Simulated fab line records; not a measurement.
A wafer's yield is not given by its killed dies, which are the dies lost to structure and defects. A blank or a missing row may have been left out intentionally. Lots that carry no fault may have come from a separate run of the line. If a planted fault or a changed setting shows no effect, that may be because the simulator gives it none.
Code-filled problem report in 8D (eight disciplines) form :: flow gf180mcu :: the parts of the form that need people (team, actions taken, sign-off) are left out

## 1. THE PROBLEM
Wafers free of any fault read 207.0 nm (standard deviation 1.8) for STI_CVD_03_THK at GF_STI_THK_MEAS_04, against a mean of 256.0 nm on 6 wafers of 2 lots. Measured from the usual mean, that is +27 standard deviations.
The first sign was on wafer L411.1 at day 5 14:54, on film-metro-04. The record holds 36 wafers of 12 lots with a number at this step. By rule, "out" or "out of limits" means more than 4 standard deviations away from the usual mean. The rest of the wafers with a number are treated as sound.

## 2. WHAT IT IS, AND WHAT IT ISN'T
question: which readings at this step
is: STI_CVD_03_THK
is not: -

question: which lots
is: L411, L412
is not: L392, L394, L396, L397, L398, L399, L400, L401, L402, L414

question: which wafers of those lots
is: all that have a number
is not: -

question: read on which gauges
is: film-metro-03, film-metro-04
is not: film-metro-01

question: when
is: from day 5 14:54
is not: up to then (27 sound wafers); but 3 sound wafers of L414 came after

## 3. THE SUSPECTS, EACH WITH WHAT RULES IT OUT
Counting: a tool stays on the suspect list if, at a process step up to the reading, it processed all lots that are out and no sound lot following the first of them.
- the gauge at GF_STI_THK_MEAS_04: ruled out. 2 gauges (film-metro-03, film-metro-04) read the wafers that are out.
- lpcvd-01 at GF_STI_CVD_03 (deposits Si3N4 from DCS/NH3, target thk 207.16 nm, time 3551 s): kept. Every lot that is out went through it, starting with L411 (day 5 11:55), and after that it ran no sound lot; the last sound lot it ran before then is L402 (day 3 13:55).
Left after counting: lpcvd-01 at GF_STI_CVD_03.

## 4. THE CAUSE (what the simulator had put in)
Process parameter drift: lpcvd-01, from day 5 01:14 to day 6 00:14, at GF_STI_CVD_03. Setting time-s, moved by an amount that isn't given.
After counting, this tool was the only one left.

## 5. THE CHAIN OF EFFECTS, in route order
Each row: a reading where the mean over the struck wafers with a number is more than 3 standard deviations away from the usual. Scope: only readings with a usual standard deviation given in the record; hours: median across lots of the time from each lot's start at the first step in this table that gives one to its start at this step; sigmas: change in usual standard deviations.
hours: 0
step: GF_STI_THK_MEAS_04
reading: STI_CVD_03_THK
usual: 207.0 nm
on struck wafers: 256.0
change: +49.0
sigmas: +27

hours: 14
step: GF_STI_ETCH_13
reading: oes-product-au
usual: 0.832 a.u.
on struck wafers: 0.936
change: +0.104
sigmas: +18
Its process steps:
- GF_STI_ETCH_13: etches the open film in CHF3/O2, stops on Si, target depth 282.31 nm, time 112.9 s.
Later measuring or inspecting steps at which every struck wafer that the step has a row for has a number for every such reading, and none has moved that far: GF_HV_LDD_CD_MEAS_19.

## 6. WHAT WOULD HAVE CAUGHT IT SOONER
14 hours passed between the start of the fault at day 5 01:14 and the first reading out of limits at a measuring or inspecting step in this record, taken at day 5 14:54.
Tool readings at GF_STI_CVD_03 with a usual standard deviation given in the record: none out on any struck wafer, hence no alarm at a limit of 4 standard deviations on them.
Lots out: 2; of these, L412 started GF_STI_CVD_03 on lpcvd-01 after day 5 14:54. It would have been spared by a hold on the tool at that moment.
